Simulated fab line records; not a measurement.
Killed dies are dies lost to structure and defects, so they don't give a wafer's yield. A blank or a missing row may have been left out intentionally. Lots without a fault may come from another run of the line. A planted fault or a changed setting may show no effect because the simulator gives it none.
One fault through the eyes of 2 desks    flow sky130    each desk has only its own numbers; what lay behind them comes last

== AT THE METROLOGY DESK ==
Means of the sampled wafers that have a number, per lot and without regard to the tool the lot ran on: this is what the gauges read. If a lot's mean is further than 4 standard deviations from the usual mean, the lot is out of limits and carries the mark OUT (the distance appears in the brackets).
Columns: A = LDD_HVP_TW at SKY_LDD_HVP_TW_MEAS_10, usual 460; B = SPACER_CVD_00_THK at SKY_SPACER_THK_MEAS_01, usual 43.1 nm; C = LI_CONTACT_OVL at SKY_LI_CONTACT_OVL_MEAS_13, usual 0 nm
lot   first seen here  A    B               C
L454  day 22 06:47     458  49.2 (+13) OUT  -2
L455  day 22 14:02     458  48.7 (+12) OUT  1
L456  day 22 23:38     457  49.2 (+13) OUT  1
L465  day 26 12:31     462  42.7            -5
L466  day 26 17:04     460  42.2            -0
L467  day 26 20:55     465  42.4            2
L468  day 27 05:43     458  42.9            7
L469  day 27 18:22     458  42.4            4
L470  day 28 01:50     465  43.8            9
L472  day 28 14:23     465  43.3            4
L474  day 29 07:17     464  43.7            -1
This desk finds L454, L455, L456 out of limits, with the earliest case on L454 at day 23 15:27 (SPACER_CVD_00_THK at SKY_SPACER_THK_MEAS_01). In limits: L465, L466, L467, L468, L469, L470, L472, L474.

== THE TOOL OWNER'S DESK: lpcvd-02 ==
The tool's own readings at SKY_SPACER_CVD_00 (deposits Si3N4 from DCS/NH3, target thk 43.1 nm, time 740 s): means of the sampled wafers that have a number, for each lot that ran on this tool. If a lot's mean is further than 4 standard deviations from the usual mean, the lot is out of limits and carries the mark OUT (the distance appears in the brackets).
Columns: A = spike tc centre C at SKY_SPACER_CVD_00, usual 770.5 C; B = zone power upper pct at SKY_SPACER_CVD_00, usual 13.0 %
lot   first seen here  A      B
L454  day 23 14:14     770.3  12.5
L455  day 23 21:47     771.5  13.5
L456  day 24 07:05     770.4  12.5
L465  day 27 19:14     772.0  13.6
L466  day 27 22:26     772.4  13.7
L467  day 28 04:43     769.3  12.5
L468  day 28 11:35     769.0  12.5
L469  day 28 23:47     770.2  12.5
L470  day 29 05:57     771.8  13.5
L472  day 29 19:23     769.7  12.5
L474  day 30 10:44     771.1  13.6
This desk found nothing out of limits on any of the 11 lots.

== ALL TOGETHER ==
The metrology desk could have raised an alarm at day 23 15:27, on L454, L455, L456.
Nothing out of limits was seen by the tool owner's desk.
On record at the tool owner's desk: L454, L455, L456, within its limits.
The lots listed all ran SKY_SPACER_CVD_00 on lpcvd-02.

== WHAT THE SIMULATOR HAD INSERTED ==
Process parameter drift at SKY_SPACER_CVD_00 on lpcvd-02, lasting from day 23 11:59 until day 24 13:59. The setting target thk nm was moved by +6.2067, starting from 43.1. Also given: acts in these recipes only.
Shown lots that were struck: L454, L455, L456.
Delay in hours, fault start to first out-of-limits reading, per desk: metrology desk 3.
